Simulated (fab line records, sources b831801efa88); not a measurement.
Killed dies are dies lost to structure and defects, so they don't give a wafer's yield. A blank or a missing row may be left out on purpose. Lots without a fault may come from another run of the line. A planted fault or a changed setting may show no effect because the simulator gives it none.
Problem report in the 8D (eight disciplines) form, filled by code | flow sky130 | the parts of the form that need people (team, actions taken, sign-off) are left out

1. THE PROBLEM
run_length_s at SKY_SONOS_ONO_WET_ETCH_16 reads a mean of 240 s on 6 wafers of 2 lots; wafers without a fault read 309 s with a standard deviation of 3.9. That is -18 standard deviations from the usual mean.
The step: etches SiO2 in dHF, target depth 14 nm, time 280 s.
First seen on wafer L661.1, day 14 17:19, on wet_bench-02. The record holds 42 wafers of 14 lots with a number at this step. Rule for "out", or "out of limits": more than 4 standard deviations from the usual mean. The other wafers with a number count as sound.

2. WHAT IT IS AND WHAT IT IS NOT
question                    | is                     | is not
which readings at this step | run_length_s           | temp_c
which lots                  | L661, L662             | L655, L656, L658, L659, L669, L670, L671, L672, L675, L676, L677, L678
which wafers of those lots  | all that have a number | -
read on which tools         | wet_bench-02           | wet_bench-01, wet_bench-03
when                        | from day 14 17:19      | up to then (12 sound wafers); but 24 sound wafers of L669, L670, L671, L672, L675, L676, L677, L678 came after

3. SUSPECTS, AND WHAT RULES EACH OUT
Counting: a tool at a process step up to the reading stays a suspect if it ran every lot that is out and no sound lot after the first of them.
- wet_bench-02 at SKY_SONOS_ONO_WET_ETCH_16 (etches SiO2 in dHF, target depth 14 nm, time 280 s): ruled out as a lasting fault. Sound lots L669, L670, L676 ran on it after its first lot that is out, L661 (day 14 17:19).
Left after counting: nothing in the record.

4. THE CAUSE (what the simulator had put in)
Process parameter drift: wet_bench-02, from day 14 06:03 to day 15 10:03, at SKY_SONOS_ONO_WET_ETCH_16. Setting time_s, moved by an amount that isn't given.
Counting ruled it out, wrongly.

5. THE CHAIN OF EFFECTS, in route order
Each row: a reading whose mean over the struck wafers that have a number lies more than 3 standard deviations from the usual. Only readings for which the record gives a usual standard deviation are gone through. hours: the time from each lot's start at the first step in this table that gives one to its start at this step, as a median over the lots. sigmas: the change in usual standard deviations.
hours | step                      | reading      | usual | on struck wafers | change | sigmas
0     | SKY_SONOS_ONO_WET_ETCH_16 | run_length_s | 309 s | 240              | -68    | -18
The process steps in it:
- SKY_SONOS_ONO_WET_ETCH_16: etches SiO2 in dHF, target depth 14 nm, time 280 s.

6. WHAT WOULD HAVE CAUGHT IT SOONER
In this record the first reading out of limits was taken at day 14 17:19, 11 hours after the fault began at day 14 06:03.
